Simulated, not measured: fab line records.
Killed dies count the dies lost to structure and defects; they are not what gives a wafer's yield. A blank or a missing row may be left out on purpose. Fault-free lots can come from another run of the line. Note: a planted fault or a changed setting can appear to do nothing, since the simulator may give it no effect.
A single fault, viewed from 2 desks || flow sky130 || what lay behind the numbers comes last; until then each desk has only its own

## METROLOGY DESK
Lot by lot, what the gauges showed, no matter which tool ran the lot: averages of those sampled wafers that carry a number. If a lot's mean is further than 4 standard deviations from the usual mean, the lot is out of limits and carries the mark OUT (the distance appears in the brackets).
Columns: A = PASSIVATION_CVD_02_THK at SKY_PASSIVATION_THK_MEAS_03, usual 539 nm
{"lot": "L449", "first seen here": "day 42 07:50", "A": 532}
{"lot": "L454", "first seen here": "day 43 05:14", "A": 534}
{"lot": "L455", "first seen here": "day 43 17:16", "A": 543}
{"lot": "L456", "first seen here": "day 44 02:13", "A": "606 (+9.5) OUT"}
{"lot": "L459", "first seen here": "day 44 09:48", "A": "572 (+4.6) OUT"}
{"lot": "L460", "first seen here": "day 44 17:24", "A": 546}
{"lot": "L461", "first seen here": "day 45 00:50", "A": 539}
{"lot": "L466", "first seen here": "day 51 06:16", "A": 533}
{"lot": "L467", "first seen here": "day 51 06:47", "A": 547}
{"lot": "L469", "first seen here": "day 51 08:08", "A": 541}
This desk finds L456, L459 out of limits, with the earliest case on L456 at day 44 02:13 (PASSIVATION_CVD_02_THK at SKY_PASSIVATION_THK_MEAS_03). In limits: L449, L454, L455, L460, L461, L466, L467, L469.

## AT THE TOOL OWNER'S DESK: pecvd-03
The tool's own readings at SKY_PASSIVATION_CVD_02 (deposits Si3N4, target thk 540 nm): means of the sampled wafers that have a number, for each lot that ran on this tool. If a lot's mean is further than 4 standard deviations from the usual mean, the lot is out of limits and carries the mark OUT (the distance appears in the brackets).
Columns: A = heater-power-w at SKY_PASSIVATION_CVD_02, usual 717 W
{"lot": "L454", "first seen here": "day 43 05:01", "A": 734}
{"lot": "L455", "first seen here": "day 43 17:02", "A": 786}
{"lot": "L456", "first seen here": "day 44 01:57", "A": 727}
{"lot": "L459", "first seen here": "day 44 09:34", "A": 721}
{"lot": "L469", "first seen here": "day 51 07:54", "A": 662}
Result from this desk: across the 5 lots, nothing is out of limits.

## ALL TOGETHER
An alarm was possible from the metrology desk at day 44 02:13, on L456, L459.
The tool owner's desk saw nothing out of limits.
The tool owner's desk has L456, L459 on record, within its limits.
SKY_PASSIVATION_CVD_02 was run on pecvd-03 by each of the lots named.

## WHAT THE SIMULATOR HAD PUT IN
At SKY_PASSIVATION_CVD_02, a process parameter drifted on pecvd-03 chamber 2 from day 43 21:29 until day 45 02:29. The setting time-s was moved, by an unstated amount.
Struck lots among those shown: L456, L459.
Hours from the fault's start to each desk's first reading out of limits: the metrology desk, 5.
